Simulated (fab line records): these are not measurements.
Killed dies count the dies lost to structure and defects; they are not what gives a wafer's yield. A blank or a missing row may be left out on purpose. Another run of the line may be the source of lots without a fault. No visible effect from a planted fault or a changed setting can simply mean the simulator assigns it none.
The tool behind it: which one? | flow sky130 | Sampling: 13 lots, 38 wafers, 3 of 708 route steps

## WHAT EACH GAUGE READ, for each wafer
SKY_CAP2M_OVL_MEAS_12. Usual: CAP2M_OVL -0.3 nm, standard deviation 1.4.
lot  | measured     | on         | CAP2M_OVL (nm) | flag
L247 | day 40 12:04 | overlay-02 | -0.9 -1.8 -0.2 |
L251 | day 41 19:43 | overlay-01 | -0.8 -1.4 -0.7 |
L253 | day 42 19:53 | overlay-01 | -0.2 -0.8 0.9  |
L255 | day 43 00:56 | overlay-01 | 1.1 0.5 -2.0   |
L256 | day 43 18:29 | overlay-01 | 0.1 -0.5 0.6   |
L257 | day 44 10:35 | overlay-02 | 1.4 0.7 0.9    |
L258 | day 44 12:50 | overlay-02 | -0.9 -2.6 -1.3 |
L259 | day 44 14:57 | overlay-01 | 0.1 -0.2       |
L261 | day 44 21:19 | overlay-02 | -1.9 -2.2 -1.8 |
L263 | day 45 01:39 | overlay-01 | -1.4 -1.9 -0.8 |
L264 | day 45 16:18 | overlay-02 | 0.8 -1.4 -0.1  |
L267 | day 46 01:38 | overlay-01 | -0.7 -1.1 -2.0 |
L268 | day 46 06:41 | overlay-02 | 1.4 0.6 1.8    |

SKY_VIA4_BOW_MEAS_03. Usual: VIA4_BOW 79 um, standard deviation 8.1.
lot  | measured     | on            | VIA4_BOW (um) | flag
L247 | day 41 14:01 | film-metro-01 | 78 75 81      |
L251 | day 42 21:13 | film-metro-01 | 77 79 87      |
L253 | day 43 21:32 | film-metro-03 | 78 85 81      |
L255 | day 44 02:01 | film-metro-01 | 84 74 83      |
L256 | day 44 19:27 | film-metro-02 | 82 68 58      |
L257 | day 45 10:53 | film-metro-03 | 106 87 92     |
L258 | day 45 12:59 | film-metro-02 | 89 75 78      |
L259 | day 45 14:56 | film-metro-02 | 76 85         |
L261 | day 45 20:38 | film-metro-03 | 64 76 72      |
L263 | day 46 00:53 | film-metro-01 | 67 72 84      |
L264 | day 46 15:30 | film-metro-01 | 66 87 79      |
L267 | day 46 22:56 | film-metro-02 | 90 88 80      |
L268 | day 47 05:11 | film-metro-03 | 72 70 71      |

## WHAT TOOL EACH LOT RAN ON (gives the tool, then ch and the chambers of the sampled wafers, and finally the start)
lot  | SKY_POLY_GATE_ETCH_17
L247 | rie-si-01 ch 1,3, day 16 06:26
L251 | rie-si-02 ch 2,3, day 17 18:32
L253 | rie-si-02 ch 0,1,2, day 18 14:14
L255 | rie-si-02 ch 1,2, day 19 09:41
L256 | rie-si-01 ch 0,1,3, day 20 08:26
L257 | rie-si-01 ch 1,2, day 21 06:35
L258 | rie-si-02 ch 0,2,3, day 21 07:31
L259 | rie-si-01 ch 2, day 21 11:31
L261 | rie-si-02 ch 1,2,3, day 21 21:05
L263 | rie-si-02 ch 0,1, day 22 05:38
L264 | rie-si-02 ch 1,2, day 23 00:53
L267 | rie-si-02 ch 0,2,3, day 23 14:41
L268 | rie-si-01 ch 0,1,2, day 23 19:28
- SKY_POLY_GATE_ETCH_17: etches poly-Si in HBr/Cl2, stops on SiO2, target depth 180 nm, time 70.5 s.

## AS READ BY THE TOOLS THEMSELVES (means over the sampled wafers that have a number; for cases with no such wafer, the mark the record gives instead)
SKY_POLY_GATE_ETCH_17. Usual: drypump-motor-current-A 5.7 A, standard deviation 0.44; he-backside-leak-sccm 2.64 sccm, standard deviation 0.23; oes-product-au 0.980 a.u., standard deviation 0.011; rf-fwd-power-W 396.8 W, standard deviation 1.3; throttle-valve-pct 33.684 %, standard deviation 0.0089.
lot  | tool      | drypump-motor-current-A (A) | he-backside-leak-sccm (sccm) | oes-product-au (a.u.) | rf-fwd-power-W (W) | throttle-valve-pct (%) | flag
L247 | rie-si-01 | 5.4                         | 2.48                         | 0.975                 | 396.7              | 33.679                 |
L251 | rie-si-02 | 5.5                         | 2.99                         | 0.977                 | 396.3              | 33.686                 |
L253 | rie-si-02 | 5.8                         | 2.78                         | 0.980                 | 397.4              | 33.693                 |
L255 | rie-si-02 | 5.7                         | 2.96                         | 0.976                 | 397.9              | 33.679                 |
L256 | rie-si-01 | 5.7                         | 2.51                         | 0.973                 | 397.1              | 33.687                 |
L257 | rie-si-01 | 5.4                         | 2.49                         | 0.972                 | 396.6              | 33.685                 |
L258 | rie-si-02 | 5.7                         | 2.80                         | 0.985                 | 397.2              | 33.683                 |
L259 | rie-si-01 | 5.1                         | 2.57                         | 0.986                 | 396.6              | 33.688                 |
L261 | rie-si-02 | 5.8                         | 2.84                         | 0.968                 | 395.7              | 33.681                 |
L263 | rie-si-02 | 5.9                         | 2.62                         | 0.976                 | 395.9              | 33.671                 |
L264 | rie-si-02 | 5.7                         | 2.92                         | 0.982                 | 395.9              | 33.683                 |
L267 | rie-si-02 | 5.7                         | 2.75                         | 0.974                 | 397.9              | 33.679                 |
L268 | rie-si-01 | 5.7                         | 2.56                         | 0.981                 | 397.5              | 33.685                 |

## THE ANSWER, worked out from the rows above alone
Rule: a lot is off if the mean of its wafers that have a number lies more than 3 standard deviations from the usual mean. A lot without any number at a reading at which 4 lots or more have one is off too. All remaining lots with rows at the step are treated as sound. Order of review: gauges by route order, followed by the tools' own readings, for which a lot's mean as printed above is used. The first step at which some lot is off is used, and at that step the reading that is off furthest; a lot without a number counts as furthest.
No lot is off on any of the readings shown, so nothing can be concluded from this.

## WHAT THE SIMULATOR HAD INSERTED
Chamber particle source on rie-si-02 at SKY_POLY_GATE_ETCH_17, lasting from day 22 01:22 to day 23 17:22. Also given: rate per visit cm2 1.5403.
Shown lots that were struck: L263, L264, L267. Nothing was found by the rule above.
